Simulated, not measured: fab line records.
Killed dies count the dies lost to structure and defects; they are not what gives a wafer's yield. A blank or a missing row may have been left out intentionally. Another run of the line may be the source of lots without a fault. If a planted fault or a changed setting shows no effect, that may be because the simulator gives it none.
fab line records    flow sfq-line
record lots=6  wafers=18  last-day=81
route steps=325 shown L0V@27 M0@28 I0@43
lots that met no fault: from a run of the same line without faults
start-h: hours from the record's opening day to when the first of the lot's shown wafers began    wait-h: how many hours have passed since the lot's step before this one    " same as the row above    L1.1+2: one row covering several wafers at once    - either no value or no given start    * or withheld: withheld    < > ~ a bound
route shown NAME@n: names a module that has steps shown in the file, with the first one's number in the route    usual: average and standard deviation across the fault-free wafers    same: alike in all rows    chamber/n: place in a boat    sites: readings site by site    _std_site: how widely they spread, as a standard deviation    _edge_site: inner sites' mean taken away from outer sites' mean    radius-mm: how far each site lies from the wafer's centre    mask NAME#n: copy n    behind: tool/chamber where the wafer was last shaped    hold: why the lot was held/for how many hours/how that ended    device: transistor that didn't switch, given as n, p or np    end of line: tests of these same wafers at the route's end    step lacking rows: just its recipe    killed: at the first sort, the dies lost to defects and structure; wafer yield is something else    map: the dies of a wafer, with x for killed, . for not killed, _ for no die there
set.NAME: the setting the step ran with; set.NAME@STEP: the setting that earlier step ran with    model.NAME: the simulator's own value behind a step, which no gauge read
lots seen at some steps along the route; tables by step, rows by wafer
services: a tool's chamber out of use, with start hour (start-h, from the record's first day; less than 0 if before it), hours out, and reason
## steps
# step SFQ_TRILAYER_L0_VIA_STRIP_SOLV_CLEAN_018
# recipe chemistry=NMP  temp-c=70  time-s=600
# step SFQ_TRILAYER_M0_DEP_PRE_CLEAN_020
# recipe gas=Ar  time-s=15  bias-v=250
# step SFQ_TRILAYER_M0_DEP_SPUTTER_019
# recipe material=Nb  base-pressure-pa=1.33e-06  chamber-pressure-pa=0.1333  substrate-temp-c=20  resputter-cathode-voltage-v=400  target-thk-nm=200  power-w=2000  time-s=133.3
# usual resputter-cathode-voltage-v=400/3.7  throttle-valve-pct=30.1/0.65
lot.wafer  tool            chamber  start-h  wait-h  resputter-cathode-voltage-v  throttle-valve-pct
L326.1     pvd-sputter-03  -        173.13   0.0     395                          29.5
L326.2     "               -        "        "       400                          30.6
L326.6     "               -        "        "       397                          30.4
L332.2     pvd-sputter-05  -        224.10   0.0     401                          30.1
L332.4     "               -        "        "       398                          30.0
L332.5     "               -        "        "       401                          29.8
L340.1     pvd-sputter-06  -        280.45   0.0     403                          28.8
L340.3     "               -        "        "       402                          30.6
L340.5     "               -        "        "       398                          30.9
L341.1     pvd-sputter-06  -        286.45   0.0     400                          30.6
L341.2     "               -        "        "       407                          30.5
L341.3     "               -        "        "       397                          29.6
L342.2     pvd-sputter-05  -        296.65   0.0     403                          30.2
L342.3     "               -        "        "       400                          30.2
L342.6     "               -        "        "       397                          29.7
L347.1     pvd-sputter-05  -        329.46   0.0     408                          30.0
L347.2     "               -        "        "       401                          30.5
L347.4     "               -        "        "       396                          31.2
# step SFQ_M0_RS_MEAS_904
# recipe thk-meas-gauge=four-point-probe  reads=Nb_of_TRILAYER_M0_DEP_SPUTTER_019
# usual M0_NB_RS=0.889/0.0087
lot.wafer  tool           chamber  start-h  wait-h  M0_NB_RS[ohm/sq]
L326.1     film-metro-01  -        173.22   0.0     0.882
L326.2     "              -        "        "       0.909
L326.6     "              -        "        "       0.904
L332.2     film-metro-04  -        224.21   0.1     0.882
L332.4     "              -        "        "       0.881
L332.5     "              -        "        "       0.882
L340.1     film-metro-04  -        280.54   0.0     0.890
L340.3     "              -        "        "       0.877
L340.5     "              -        "        "       0.881
L341.1     film-metro-04  -        286.54   0.0     0.886
L341.2     "              -        "        "       0.890
L341.3     "              -        "        "       0.898
L342.2     film-metro-04  -        296.76   0.1     0.873
L342.3     "              -        "        "       0.881
L342.6     "              -        "        "       0.875
L347.1     film-metro-04  -        329.55   0.0     0.892
L347.2     "              -        "        "       0.889
L347.4     "              -        "        "       0.897
# step SFQ_TRILAYER_M0_LITHO_COAT_026
# recipe resist=BARC  spin-rpm=3000  resist-thk-nm=62
# step SFQ_TRILAYER_M0_LITHO_COAT_021
# recipe resist=KrF  spin-rpm=3000  resist-thk-nm=600
# step SFQ_TRILAYER_M0_LITHO_SOFTBAKE_025
# recipe temp-c=withheld  time-s=withheld  resist=KrF
# step SFQ_TRILAYER_M0_LITHO_EXPOSE_022
# recipe mask-id=M0  na=0.6  source-shape=conventional  sigma-outer=0.65  target-cd-nm=500  dose-mj=14.4
# step SFQ_TRILAYER_M0_LITHO_PEB_024
# recipe peb-temp-c=115  peb-time-s=60  resist=KrF
# step SFQ_TRILAYER_M0_LITHO_DEVELOP_023
# recipe time-s=60  resist=KrF
# step SFQ_M0_OVL_MEAS_906
# usual M0_OVL=-2/6.7
lot.wafer  tool        chamber  start-h  wait-h  M0_OVL[nm]
L326.1     overlay-01  -        277.12   0.1     1
L326.2     "           -        "        "       6
L326.6     "           -        "        "       8
L332.2     overlay-01  -        332.14   0.1     4
L332.4     "           -        "        "       0
L332.5     "           -        "        "       -6
L340.1     overlay-01  -        394.42   0.1     0
L340.3     "           -        "        "       -2
L340.5     "           -        "        "       -1
L341.1     overlay-02  -        400.42   0.1     -16
L341.2     "           -        "        "       -2
L341.3     "           -        "        "       -16
L342.2     overlay-02  -        418.46   0.1     -1
L342.3     "           -        "        "       -12
L342.6     "           -        "        "       -3
L347.1     overlay-01  -        459.00   0.1     5
L347.2     "           -        "        "       3
L347.4     "           -        "        "       6
# step SFQ_TRILAYER_M0_BARC_OPEN_METAL_ETCH_031
# recipe mask-material=PR  chemistry=O2  target-depth-nm=125  target=BARC  icp-w=600  bias-w=80  pressure-mtorr=10  time-s=41.7
# usual bias-w=79.96/0.21  chamber-pressure-mTorr=9.999/0.0091  drypump-motor-current-A=6.0/0.4  oes-product-au=0.685/0.0046
lot.wafer  tool          chamber  start-h  wait-h  bias-w  chamber-pressure-mTorr  drypump-motor-current-A  oes-product-au  rf-hours-counter-h  model.KrF_of_TRILAYER_M0_LITHO_COAT_021.thk-nm
L326.1     rie-metal-02  0        277.16   0.0     79.73   9.985                   6.4                      0.688           73                  522.7
L326.2     "             1        "        "       80.11   10.005                  6.2                      0.691           189                 521.2
L326.6     "             0        "        "       80.29   9.997                   6.4                      0.688           -                   521.7
L332.2     rie-metal-04  1        332.17   0.0     79.78   9.994                   5.8                      0.688           29                  525.1
L332.4     "             0        "        "       79.91   9.997                   5.2                      0.688           -                   525.5
L332.5     "             1        "        "       79.43   10.012                  5.8                      0.691           -                   523.9
L340.1     rie-metal-02  0        394.45   0.0     -       -                       -                        -               -                   574.4
L340.3     "             0        "        "       -       -                       -                        -               -                   576.2
L340.5     "             0        "        "       -       -                       -                        -               -                   575.6
L341.1     rie-metal-04  1        400.45   0.0     -       -                       -                        -               -                   574
L341.2     "             0        "        "       -       -                       -                        -               -                   573.1
L341.3     "             1        "        "       -       -                       -                        -               -                   574
L342.2     rie-metal-04  1        418.49   0.0     79.88   10.002                  5.8                      0.682           41                  522.2
L342.3     "             1        "        "       79.76   10.010                  5.8                      0.680           -                   523.1
L342.6     "             1        "        "       79.88   10.008                  5.8                      0.679           -                   524.6
L347.1     rie-metal-03  0        459.03   0.0     80.26   9.994                   5.7                      0.690           34                  522.9
L347.2     "             1        "        "       80.09   9.994                   6.3                      0.685           23                  521.6
L347.4     "             1        "        "       79.88   9.992                   6.3                      0.683           -                   521.4
# step SFQ_TRILAYER_M0_ETCH_METAL_ETCH_024
# recipe target=Nb  stop-on=SiO2  mask-material=PR  chemistry=Cl2/Ar  target-depth-nm=240  icp-w=600  bias-w=80  pressure-mtorr=10  time-s=120
# usual bias-w=80.00/0.25  chamber-pressure-mTorr=10.001/0.0085  drypump-motor-current-A=6.0/0.4  oes-product-au=0.894/0.0069
lot.wafer  tool          chamber  start-h  wait-h  bias-w  chamber-pressure-mTorr  drypump-motor-current-A  oes-product-au  rf-hours-counter-h  model.KrF_of_TRILAYER_M0_LITHO_COAT_021.thk-nm
L326.1     rie-metal-02  0        277.22   0.0     80.05   9.994                   6.3                      0.896           73                  381.2
L326.2     "             1        "        "       80.08   9.991                   6.2                      0.885           189                 376.2
L326.6     "             0        "        "       80.22   10.002                  6.4                      0.884           -                   379.6
L332.2     rie-metal-04  1        332.23   0.0     79.96   9.993                   5.8                      0.896           29                  383.8
L332.4     "             0        "        "       80.07   9.994                   5.3                      0.901           -                   384.9
L332.5     "             1        "        "       80.31   9.993                   5.8                      0.907           -                   382.1
L340.1     rie-metal-02  0        394.51   0.0     79.90   10.013                  6.4                      0.380           97                  431.8
L340.3     "             0        "        "       79.89   9.996                   6.4                      0.374           -                   433.4
L340.5     "             0        "        "       80.22   9.996                   6.4                      0.372           -                   432.1
L341.1     rie-metal-04  1        400.51   0.0     79.82   10.007                  5.9                      0.367           38                  431.2
L341.2     "             0        "        "       80.23   10.020                  5.2                      0.384           144                 432.8
L341.3     "             1        "        "       79.80   10.001                  5.8                      0.368           -                   430.4
L342.2     rie-metal-04  1        418.55   0.0     80.05   9.998                   5.8                      0.904           41                  379.6
L342.3     "             1        "        "       79.71   10.006                  5.9                      0.888           -                   381.1
L342.6     "             1        "        "       79.88   9.996                   5.8                      0.896           -                   381.8
L347.1     rie-metal-03  0        459.09   0.0     80.05   10.002                  5.7                      0.902           34                  382.4
L347.2     "             1        "        "       80.13   9.984                   6.3                      0.898           23                  382.7
L347.4     "             1        "        "       79.96   9.990                   6.3                      0.893           -                   380.8
# step SFQ_TRILAYER_M0_STRIP_STRIP_025
# recipe gas=O2  power-w=200  platen-temp-c=40  overash-fraction=0.65  chemistry=O2  pressure-mtorr=50
# step SFQ_TRILAYER_M0_STRIP_SOLV_CLEAN_026
# recipe chemistry=NMP  temp-c=70  time-s=600
# step SFQ_TRILAYER_I0_DEP_PECVD_027
# recipe material=SiO2  temp-c=150  time-s=111.11  pressure-torr=2.4  rf-w=183.3  precursor=SiH4/N2O  target-thk-nm=500
# usual heater-power-w=79/16  throttle-valve-pct=24.1/0.8
lot.wafer  tool      chamber  start-h  wait-h  heater-power-w  throttle-valve-pct
L326.1     pecvd-03  2        278.12   0.0     78              23.8
L326.2     "         0        "        "       70              25.7
L326.6     "         1        "        "       76              25.3
L332.2     pecvd-02  1        333.13   0.0     98              23.7
L332.4     "         2        "        "       49              23.1
L332.5     "         0        "        "       67              23.2
L340.1     pecvd-02  1        395.41   0.0     101             24.3
L340.3     "         2        "        "       47              23.1
L340.5     "         0        "        "       76              23.4
L341.1     pecvd-02  2        401.41   0.0     53              23.7
L341.2     "         0        "        "       75              23.4
L341.3     "         1        "        "       101             24.4
L342.2     pecvd-02  2        419.45   0.0     45              23.4
L342.3     "         1        "        "       104             24.7
L342.6     "         2        "        "       49              23.7
L347.1     pecvd-04  1        459.99   0.0     96              23.8
L347.2     "         2        "        "       81              24.5
L347.4     "         2        "        "       82              24.3
# step SFQ_TRILAYER_I0_CMP_CMP_028
# recipe material=SiO2  down-force-psi=3  platen-rpm=60  pad-velocity-m-s=0.94248
# usual motor-current-A=10.1/1.2  time-to-endpoint-s=217/7.9
lot.wafer  tool    chamber  start-h  wait-h  motor-current-A  time-to-endpoint-s
L326.2     cmp-02  3        281.15   3.0     8.2              208
L326.1     "       1        282.15   4.0     11.3             205
L326.6     "       0        283.65   5.4     11.1             219
L332.4     cmp-01  2        333.71   0.5     11.0             213
L332.2     "       3        "        "       10.2             219
L332.5     "       2        335.71   2.5     10.7             208
L340.3     cmp-02  0        395.49   0.0     10.8             212
L340.1     "       2        396.49   1.0     10.0             220
L340.5     "       1        397.99   2.5     11.4             229
L341.1     cmp-01  2        401.49   0.0     10.8             211
L341.3     "       3        "        "       10.7             222
L341.2     "       1        402.99   1.5     10.5             209
L342.2     cmp-02  3        423.67   4.2     7.6              213
L342.3     "       0        "        "       10.5             200
L342.6     "       3        425.67   6.1     7.7              212
L347.2     cmp-02  2        460.07   0.0     10.2             215
L347.4     "       3        "        "       7.5              215
L347.1     "       1        461.57   1.5     11.1             217
# step SFQ_I0_BOW_MEAS_907
# recipe mode=bow
# usual I0_BOW=1/7.1
lot.wafer  tool           chamber  start-h  wait-h  I0_BOW[um]
L326.1     film-metro-02  -        284.15   1.5     1
L326.2     "              -        "        "       2
L326.6     "              -        "        "       4
L332.2     film-metro-03  -        336.23   1.5     -7
L332.4     "              -        "        "       -6
L332.5     "              -        "        "       15
L340.1     film-metro-02  -        398.49   1.5     4
L340.3     "              -        "        "       16
L340.5     "              -        "        "       -16
L341.1     film-metro-04  -        404.49   2.5     2
L341.2     "              -        "        "       -1
L341.3     "              -        "        "       10
L342.2     film-metro-02  -        426.19   2.0     14
L342.3     "              -        "        "       1
L342.6     "              -        "        "       1
L347.1     film-metro-03  -        463.07   1.0     13
L347.2     "              -        "        "       6
L347.4     "              -        "        "       2
# step SFQ_TRILAYER_I0_METRO_MEASURE_029
# step SFQ_TRILAYER_I0_VIA_LITHO_COAT_036
# recipe resist=BARC  spin-rpm=3000  resist-thk-nm=62
# step SFQ_TRILAYER_I0_VIA_LITHO_COAT_031
# recipe resist=KrF  spin-rpm=3000  resist-thk-nm=650
# step SFQ_TRILAYER_I0_VIA_LITHO_SOFTBAKE_035
# recipe temp-c=withheld  time-s=withheld  resist=KrF
# step SFQ_TRILAYER_I0_VIA_LITHO_EXPOSE_032
# recipe mask-id=I0  na=0.6  source-shape=conventional  sigma-outer=0.65  target-cd-nm=500  dose-mj=21.3
# usual exposure-dose-mJ-cm2=21.307/0.022  focus-offset-nm=0.0/0.54  stage-vel-mm-s=500.01/0.25
lot.wafer  tool            chamber  start-h  wait-h  mask  exposure-dose-mJ-cm2  focus-offset-nm  stage-vel-mm-s
L326.1     krf-scanner-01  0        397.72   -       I0#0  21.315                0.4              500.11
L326.2     "               0        "        "       I0#0  21.295                0.9              499.86
L326.6     "               0        "        "       I0#0  21.300                0.7              500.11
L332.2     krf-scanner-01  0        468.50   -       I0#0  21.308                -0.5             500.07
L332.4     "               0        "        "       I0#0  21.313                0.5              499.72
L332.5     "               0        "        "       I0#0  21.296                0.0              500.13
L340.1     krf-scanner-01  -        537.45   -       I0#0  -                     -                -
L340.3     "               -        "        "       I0#0  -                     -                -
L340.5     "               -        "        "       I0#0  -                     -                -
L341.1     krf-scanner-01  -        541.05   -       I0#0  -                     -                -
L341.2     "               -        "        "       I0#0  -                     -                -
L341.3     "               -        "        "       I0#0  -                     -                -
L342.2     krf-scanner-01  0        554.45   -       I0#0  21.359                0.9              500.77
L342.3     "               0        "        "       I0#0  21.367                -0.3             500.23
L342.6     "               0        "        "       I0#0  21.346                0.9              499.90
L347.1     krf-scanner-02  0        601.94   -       I0#0  21.337                0.2              499.58
L347.2     "               0        "        "       I0#0  21.323                0.6              499.95
L347.4     "               0        "        "       I0#0  21.362                0.6              499.67
# step SFQ_TRILAYER_I0_VIA_LITHO_PEB_034
# recipe peb-temp-c=115  peb-time-s=60  resist=KrF
# step SFQ_TRILAYER_I0_VIA_LITHO_DEVELOP_033
# recipe time-s=60  resist=KrF
# step SFQ_I0_OVL_MEAS_908
# usual I0_OVL=-1/5.2
lot.wafer  tool        chamber  start-h  wait-h  I0_OVL[nm]
L326.1     overlay-02  -        399.22   0.1     -9
L326.2     "           -        "        "       -6
L326.6     "           -        "        "       0
L332.2     overlay-02  -        469.80   0.1     -5
L332.4     "           -        "        "       5
L332.5     "           -        "        "       6
L340.1     overlay-02  -        538.95   0.1     -
L340.3     "           -        "        "       -
L340.5     "           -        "        "       -
L341.1     overlay-02  -        542.55   0.1     -
L341.2     "           -        "        "       -
L341.3     "           -        "        "       -
L342.2     overlay-02  -        555.75   0.1     -6
L342.3     "           -        "        "       -5
L342.6     "           -        "        "       -3
L347.1     overlay-02  -        603.44   0.1     3
L347.2     "           -        "        "       -1
L347.4     "           -        "        "       -2
# step SFQ_TRILAYER_I0_VIA_BARC_OPEN_VIA_ETCH_046
# recipe mask-material=PR  chemistry=O2  target-depth-nm=125  target=BARC  source-w=500  bias-w=80  pressure-mtorr=30  time-s=41.7
# usual bias-w=79.98/0.24  chamber-pressure-mTorr=30.001/0.026  drypump-motor-current-A=5.6/0.56  oes-product-au=0.685/0.0048
lot.wafer  tool         chamber  start-h  wait-h  bias-w  chamber-pressure-mTorr  drypump-motor-current-A  oes-product-au  rf-hours-counter-h
L326.1     rie-diel-04  3        399.25   0.0     80.21   30.027                  6.4                      0.684           51
L326.2     "            2        "        "       80.31   30.023                  5.5                      0.686           112
L326.6     "            1        "        "       80.36   30.018                  5.2                      0.690           -
L332.2     rie-diel-03  1        469.83   0.0     79.86   29.949                  6.4                      0.691           5
L332.4     "            2        "        "       79.86   30.008                  5.7                      0.685           69
L332.5     "            3        "        "       80.06   30.019                  6.2                      0.688           -
L340.1     rie-diel-04  0        538.98   0.0     79.79   30.031                  6.2                      0.677           3
L340.3     "            1        "        "       79.60   30.012                  5.3                      0.688           0
L340.5     "            0        "        "       79.86   29.987                  6.2                      0.683           -
L341.1     rie-diel-01  3        542.58   0.0     79.68   30.006                  4.8                      0.682           14
L341.2     "            0        "        "       79.77   29.988                  4.8                      0.681           0
L341.3     "            2        "        "       80.14   30.030                  5.5                      0.675           51
L342.2     rie-diel-03  3        555.78   0.0     79.94   30.019                  6.2                      0.677           5
L342.3     "            2        "        "       79.88   30.041                  5.7                      0.682           71
L342.6     "            2        "        "       79.65   30.019                  5.7                      0.694           -
L347.1     rie-diel-04  3        603.48   0.0     79.80   29.978                  6.4                      0.682           56
L347.2     "            0        "        "       80.01   30.005                  6.2                      0.692           4
L347.4     "            2        "        "       79.99   30.011                  5.5                      0.688           3
# step SFQ_TRILAYER_I0_VIA_ETCH_VIA_ETCH_034
# recipe target=SiO2  stop-on=Nb  mask-material=PR  taper-deg=20  chemistry=CHF3  target-depth-nm=260  source-w=500  bias-w=80  pressure-mtorr=30  time-s=withheld
# usual bias-w=80.01/0.24  chamber-pressure-mTorr=30.000/0.027  drypump-motor-current-A=5.6/0.56  oes-product-au=0.855/0.0052
lot.wafer  tool         chamber  start-h  wait-h  bias-w  chamber-pressure-mTorr  drypump-motor-current-A  oes-product-au  model.I0.cd-nm
L326.1     rie-diel-04  3        399.29   0.0     80.12   29.981                  6.4                      0.853           500.8
L326.2     "            2        "        "       79.69   29.997                  5.6                      0.844           497.5
L326.6     "            1        "        "       80.60   30.009                  5.2                      0.853           498.2
L332.2     rie-diel-03  1        469.87   0.0     80.28   29.978                  6.4                      0.857           499.5
L332.4     "            2        "        "       80.04   30.044                  5.7                      0.855           498.2
L332.5     "            3        "        "       80.08   30.037                  6.2                      0.850           499
L340.1     rie-diel-04  0        539.02   0.0     80.46   29.999                  6.2                      0.385           3.034
L340.3     "            1        "        "       79.97   29.974                  5.3                      0.370           2.9
L340.5     "            0        "        "       79.94   29.967                  6.2                      0.381           2.031
L341.1     rie-diel-01  3        542.62   0.0     79.96   29.987                  4.8                      0.384           -
L341.2     "            0        "        "       79.96   30.006                  4.8                      0.376           -
L341.3     "            2        "        "       80.08   30.046                  5.6                      0.376           -
L342.2     rie-diel-03  3        555.82   0.0     79.93   30.030                  6.2                      0.861           499
L342.3     "            2        "        "       80.30   30.022                  5.7                      0.850           497.5
L342.6     "            2        "        "       80.31   29.972                  5.7                      0.861           498.3
L347.1     rie-diel-04  3        603.52   0.0     80.22   29.992                  6.4                      0.858           498.8
L347.2     "            0        "        "       79.92   30.028                  6.2                      0.850           500.5
L347.4     "            2        "        "       79.95   29.985                  5.5                      0.847           498.9
# step SFQ_TRILAYER_I0_VIA_STRIP_STRIP_035
# recipe gas=O2  power-w=200  platen-temp-c=40  overash-fraction=0.65  chemistry=O2  pressure-mtorr=50
# usual drypump-motor-current-A=5.79/0.27  oes-product-au=0.998/0.0086
lot.wafer  tool          chamber  start-h  wait-h  drypump-motor-current-A  oes-product-au  rf-hours-counter-h
L326.1     rie-metal-01  1        399.40   -       5.84                     0.994           33
L326.2     "             0        "        "       5.71                     1.002           51
L326.6     "             1        "        "       5.83                     0.978           -
L332.2     rie-metal-01  1        469.99   -       5.85                     0.989           52
L332.4     "             0        "        "       5.70                     0.999           -
L332.5     "             1        "        "       5.80                     0.995           -
L340.1     rie-metal-01  1        539.14   -       5.83                     0.993           63
L340.3     "             0        "        "       5.70                     0.985           -
L340.5     "             0        "        "       5.69                     1.003           -
L341.1     rie-metal-03  0        542.74   -       5.72                     1.003           50
L341.2     "             1        "        "       6.31                     0.993           39
L341.3     "             0        "        "       5.72                     0.998           -
L342.2     rie-metal-01  1        555.94   -       5.80                     1.000           66
L342.3     "             1        "        "       5.81                     0.996           -
L342.6     "             0        "        "       5.70                     0.999           -
L347.1     rie-metal-03  1        603.63   -       6.31                     0.986           51
L347.2     "             0        "        "       5.74                     0.993           62
L347.4     "             1        "        "       6.29                     0.993           -
## services
tool            chamber  start-h  hours  kind
cmp-02          -        161.04   1.7    repair
rie-diel-04     2        162.40   37.3   repair
krf-scanner-01  -        194.55   1.7    repair
krf-scanner-01  -        239.50   1.0    pm
krf-scanner-01  -        264.50   1.3    pm
rie-diel-04     -        282.57   1.0    repair
krf-scanner-01  -        301.27   0.8    pm
rie-diel-04     0        324.86   7.4    repair
krf-scanner-01  -        332.09   0.3    repair
rie-diel-04     3        357.51   5.9    repair
rie-metal-04    -        366.05   0.5    repair
krf-scanner-01  -        381.56   1.8    repair
krf-scanner-01  -        405.11   2.0    repair
krf-scanner-01  -        408.30   1.0    pm
rie-diel-04     2        425.26   6.3    repair
rie-metal-04    -        426.55   2.8    pm
krf-scanner-01  -        440.60   1.3    pm
krf-scanner-01  -        470.70   0.8    pm
rie-diel-04     0        480.82   8.1    repair
rie-diel-04     -        492.66   0.2    repair
rie-metal-04    0        500.24   8.5    repair
rie-metal-04    1        503.30   15.7   repair
rie-diel-04     2        523.43   7.7    repair
krf-scanner-01  -        577.05   1.0    pm
## key
first-sign step=SFQ_TRILAYER_M0_BARC_OPEN_METAL_ETCH_031  reading=tool-record  direction=missing
effect step=SFQ_TRILAYER_M0_ETCH_METAL_ETCH_024  reading=oes-product-au  direction=down  sigmas=75  usual=0.894  struck=0.374
effect step=SFQ_TRILAYER_I0_VIA_LITHO_EXPOSE_032  reading=tool-record  direction=missing
effect step=SFQ_I0_OVL_MEAS_908  reading=I0_OVL  direction=missing
effect step=SFQ_TRILAYER_I0_VIA_ETCH_VIA_ETCH_034  reading=oes-product-au  direction=down  sigmas=91  usual=0.855  struck=0.379
model-effect step=SFQ_TRILAYER_M0_BARC_OPEN_METAL_ETCH_031  value=KrF_of_TRILAYER_M0_LITHO_COAT_021.thk-nm  without=522.2  struck=574.5
model-effect step=SFQ_TRILAYER_M0_ETCH_METAL_ETCH_024  value=KrF_of_TRILAYER_M0_LITHO_COAT_021.thk-nm  without=379.6  struck=431.9
model-effect step=SFQ_TRILAYER_I0_VIA_ETCH_VIA_ETCH_034  value=I0.cd-nm  without=501.1  struck=2.655
met-at SFQ_TRILAYER_M0_BARC_OPEN_METAL_ETCH_031
struck-wafers L340.1,L340.3,L340.5,L341.1,L341.2,L341.3
onset-between 332.17 394.45
fault kind=skipped-step-whole  tool=rie-metal-02,rie-metal-04  chamber=-  onset-h=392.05  steps=SFQ_TRILAYER_M0_BARC_OPEN_METAL_ETCH_031  scope=struck-lots-only
